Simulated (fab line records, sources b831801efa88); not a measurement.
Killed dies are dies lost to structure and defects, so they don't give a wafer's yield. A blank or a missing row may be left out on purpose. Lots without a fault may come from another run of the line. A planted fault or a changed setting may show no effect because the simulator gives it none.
Chamber matching | flow gf180mcu | GF_V4_CMP_04 on cmp-02: 4 sister chambers
The step polishes SiO2. 4 wafers are shown with their chamber, then 8 later ones without.

WAFERS WITH THEIR CHAMBER
wafer  | chamber | motor_current_A (A)
L490.2 | 3       | 12.4
L496.6 | 2       | 10.4
L505.5 | 0       | 10.7
L506.1 | 1       | 13.8

WAFERS WITHOUT THEIR CHAMBER
wafer  | motor_current_A (A)
L506.3 | 10.5
L506.6 | 12.0
L507.3 | 12.1
L507.4 | 13.3
L507.6 | 11.5
L508.4 | 10.5
L508.5 | 10.3
L508.6 | 13.6

WHICH CHAMBER EACH WENT THROUGH
wafer  | from the rows above          | in truth
L506.3 | can't be placed: 2 or 0      | 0
L506.6 | 3                            | 3
L507.3 | 3                            | 3
L507.4 | can't be placed: 1 or 3      | 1
L507.6 | can't be placed: 0 or 3 or 2 | 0
L508.4 | can't be placed: 2 or 0      | 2
L508.5 | can't be placed: 2 or 0      | 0
L508.6 | 1                            | 1
Placed correctly: 3 of 8. Can't be placed from these rows: 5 (the true chamber is among the candidates in 5). Placed wrongly: 0.
How it was worked out, from the rows above alone: a wafer's distance from a chamber is the root of the sum, over the readings, of the square of ((its reading less the chamber's mean) divided by the reading's scatter). The wafer belongs to the nearest chamber; if the next one is less than 2 further off, it can't be placed. A chamber's mean is the mean of its shown wafers. The scatter: with one shown wafer a chamber, the root of the mean of the squares of how far each hidden wafer lies from its nearest shown one.
